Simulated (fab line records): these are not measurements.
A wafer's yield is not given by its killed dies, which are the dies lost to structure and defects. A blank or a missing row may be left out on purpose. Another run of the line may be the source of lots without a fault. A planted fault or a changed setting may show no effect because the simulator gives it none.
What tool caused it? / flow sky130 / 45 wafers from 15 lots sampled at 3 of the route's 708 steps

WHAT EACH GAUGE READ, for each wafer
SKY_METAL2_RS_MEAS_05: measurement is done with a four-point probe. Usual: for METAL2_ALCU_RS the level is 0.1268 ohm/sq and the standard deviation is 0.0012.
lot=L676; measured=day 35 04:07; on=film metro-02; METAL2_ALCU_RS (ohm/sq)=0.1230 0.1246 0.1254; flag=
lot=L677; measured=day 35 09:04; on=film metro-02; METAL2_ALCU_RS (ohm/sq)=0.1253 0.1261 0.1263; flag=
lot=L678; measured=day 35 09:17; on=film metro-04; METAL2_ALCU_RS (ohm/sq)=0.1268 0.1254 0.1261; flag=
lot=L679; measured=day 35 18:08; on=film metro-04; METAL2_ALCU_RS (ohm/sq)=0.1278 0.1278 0.1294; flag=
lot=L681; measured=day 35 19:07; on=film metro-02; METAL2_ALCU_RS (ohm/sq)=0.1283 0.1258 0.1269; flag=
lot=L682; measured=day 36 01:30; on=film metro-04; METAL2_ALCU_RS (ohm/sq)=0.1272 0.1285 0.1277; flag=
lot=L683; measured=day 36 17:52; on=film metro-02; METAL2_ALCU_RS (ohm/sq)=0.1274 0.1276 0.1273; flag=
lot=L684; measured=day 36 22:46; on=film metro-02; METAL2_ALCU_RS (ohm/sq)=0.1254 0.1274 0.1256; flag=
lot=L685; measured=day 37 03:48; on=film metro-02; METAL2_ALCU_RS (ohm/sq)=0.1273 0.1277 0.1279; flag=
lot=L686; measured=day 37 04:40; on=film metro-02; METAL2_ALCU_RS (ohm/sq)=0.1282 0.1271 0.1271; flag=
lot=L687; measured=day 37 12:44; on=film metro-02; METAL2_ALCU_RS (ohm/sq)=0.1283 0.1271 0.1264; flag=
lot=L691; measured=day 38 22:27; on=film metro-02; METAL2_ALCU_RS (ohm/sq)=0.0651 0.0647 0.1271 0.0653 0.0648 0.1272; flag=OFF
lot=L692; measured=day 39 01:34; on=film metro-04; METAL2_ALCU_RS (ohm/sq)=0.1265 0.1289 0.1265; flag=
lot=L693; measured=day 39 07:37; on=film metro-04; METAL2_ALCU_RS (ohm/sq)=0.1253 0.1267 0.0646 0.1251 0.1269 0.0647; flag=OFF
lot=L694; measured=day 39 11:58; on=film metro-04; METAL2_ALCU_RS (ohm/sq)=0.0644 0.1242 0.0645 0.0642 0.1239 0.0645; flag=OFF

SKY_METAL2_THK_MEAS_06: measures by xrf. Usual: for METAL2_ALCU_THK the level is 245 nm and the standard deviation is 3.4.
lot=L676; measured=day 35 04:14; on=film metro-02; METAL2_ALCU_THK (nm)=252 249 246; flag=
lot=L677; measured=day 35 09:11; on=film metro-02; METAL2_ALCU_THK (nm)=247 246 248; flag=
lot=L678; measured=day 35 09:25; on=film metro-04; METAL2_ALCU_THK (nm)=247 248 249; flag=
lot=L679; measured=day 35 18:14; on=film metro-04; METAL2_ALCU_THK (nm)=243 245 243; flag=
lot=L681; measured=day 35 19:13; on=film metro-02; METAL2_ALCU_THK (nm)=242 247 245; flag=
lot=L682; measured=day 36 01:36; on=film metro-04; METAL2_ALCU_THK (nm)=247 245 246; flag=
lot=L683; measured=day 36 17:59; on=film metro-02; METAL2_ALCU_THK (nm)=241 241 240; flag=
lot=L684; measured=day 36 22:53; on=film metro-02; METAL2_ALCU_THK (nm)=246 242 246; flag=
lot=L685; measured=day 37 03:54; on=film metro-02; METAL2_ALCU_THK (nm)=243 241 242; flag=
lot=L686; measured=day 37 04:47; on=film metro-02; METAL2_ALCU_THK (nm)=240 244 242; flag=
lot=L687; measured=day 37 12:52; on=film metro-02; METAL2_ALCU_THK (nm)=240 245 244; flag=
lot=L691; measured=day 39 00:17; on=film metro-02; METAL2_ALCU_THK (nm)=471 474 247 467 473 245; flag=OFF
lot=L692; measured=day 39 01:41; on=film metro-04; METAL2_ALCU_THK (nm)=249 242 249; flag=
lot=L693; measured=day 39 10:30; on=film metro-04; METAL2_ALCU_THK (nm)=250 248 481 250 247 478; flag=OFF
lot=L694; measured=day 39 14:23; on=film metro-04; METAL2_ALCU_THK (nm)=481 252 477 479 254 478; flag=OFF

WHICH TOOL RAN EACH LOT (tool, then ch and the chambers of the sampled wafers, then the start)
lot=L676; SKY_METAL2_SPUTTER_02=pvd sputter-02, day 35 04:01
lot=L677; SKY_METAL2_SPUTTER_02=pvd sputter-02, day 35 08:58
lot=L678; SKY_METAL2_SPUTTER_02=pvd sputter-04, day 35 09:12
lot=L679; SKY_METAL2_SPUTTER_02=pvd sputter-02, day 35 18:01
lot=L681; SKY_METAL2_SPUTTER_02=pvd sputter-04, day 35 18:58
lot=L682; SKY_METAL2_SPUTTER_02=pvd sputter-04, day 36 01:22
lot=L683; SKY_METAL2_SPUTTER_02=pvd sputter-01, day 36 17:46
lot=L684; SKY_METAL2_SPUTTER_02=pvd sputter-02, day 36 22:40
lot=L685; SKY_METAL2_SPUTTER_02=pvd sputter-04, day 37 03:40
lot=L686; SKY_METAL2_SPUTTER_02=pvd sputter-02, day 37 04:34
lot=L687; SKY_METAL2_SPUTTER_02=pvd sputter-02, day 37 12:39
lot=L691; SKY_METAL2_SPUTTER_02=pvd sputter-02, day 38 22:19
lot=L692; SKY_METAL2_SPUTTER_02=pvd sputter-04, day 39 01:27
lot=L693; SKY_METAL2_SPUTTER_02=pvd sputter-02, day 39 07:31
lot=L694; SKY_METAL2_SPUTTER_02=pvd sputter-02, day 39 11:53
- SKY_METAL2_SPUTTER_02: material AlCu, target thk 250 nm, time 13.3 s.

WHAT THE TOOLS THEMSELVES READ (means of the sampled wafers that have a number; where no wafer has one, the mark that the record gives instead)
SKY_METAL2_SPUTTER_02. Usual: throttle valve pct at 30.0 %, with a standard deviation of 1.5.
lot=L676; tool=pvd sputter-02; throttle valve pct (%)=29.7; flag=
lot=L677; tool=pvd sputter-02; throttle valve pct (%)=30.7; flag=
lot=L678; tool=pvd sputter-04; throttle valve pct (%)=30.6; flag=
lot=L679; tool=pvd sputter-02; throttle valve pct (%)=29.9; flag=
lot=L681; tool=pvd sputter-04; throttle valve pct (%)=30.4; flag=
lot=L682; tool=pvd sputter-04; throttle valve pct (%)=31.3; flag=
lot=L683; tool=pvd sputter-01; throttle valve pct (%)=28.1; flag=
lot=L684; tool=pvd sputter-02; throttle valve pct (%)=29.4; flag=
lot=L685; tool=pvd sputter-04; throttle valve pct (%)=29.5; flag=
lot=L686; tool=pvd sputter-02; throttle valve pct (%)=29.5; flag=
lot=L687; tool=pvd sputter-02; throttle valve pct (%)=29.3; flag=
lot=L691; tool=pvd sputter-02; throttle valve pct (%)=30.6; flag=
lot=L692; tool=pvd sputter-04; throttle valve pct (%)=29.0; flag=
lot=L693; tool=pvd sputter-02; throttle valve pct (%)=29.7; flag=
lot=L694; tool=pvd sputter-02; throttle valve pct (%)=30.5; flag=

THE ANSWER, worked out from the rows above alone
Rule: a lot is off if the mean of its wafers that have a number lies more than 3 standard deviations from the usual mean. Also off: a lot with no number at a reading for which 4 or more lots have one. The other lots that the step has rows for count as sound. After the gauges, taken in route order, come the tools' own readings; for these a lot's mean is taken, as printed above. At the first step where some lot is off, the reading lying furthest off is the one used; lots without a number count as furthest.
Off: L691, L693, L694, seen at SKY_METAL2_RS_MEAS_05 (METAL2_ALCU_RS).
If a tool, at a process step before that reading, ran all the lots that are off and no sound lot after the first of them, it fits. The gauges at SKY_METAL2_RS_MEAS_05 are tried like those tools. One fits: pvd sputter-02 at SKY_METAL2_SPUTTER_02. A fault onset in the window from L687 (day 37 12:39, its last sound lot) to L691 (day 38 22:19, its first lot off) fits.

WHAT THE SIMULATOR HAD INSERTED
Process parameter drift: pvd sputter-02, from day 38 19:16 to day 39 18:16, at SKY_METAL2_SPUTTER_02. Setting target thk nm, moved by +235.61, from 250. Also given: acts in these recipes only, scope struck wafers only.
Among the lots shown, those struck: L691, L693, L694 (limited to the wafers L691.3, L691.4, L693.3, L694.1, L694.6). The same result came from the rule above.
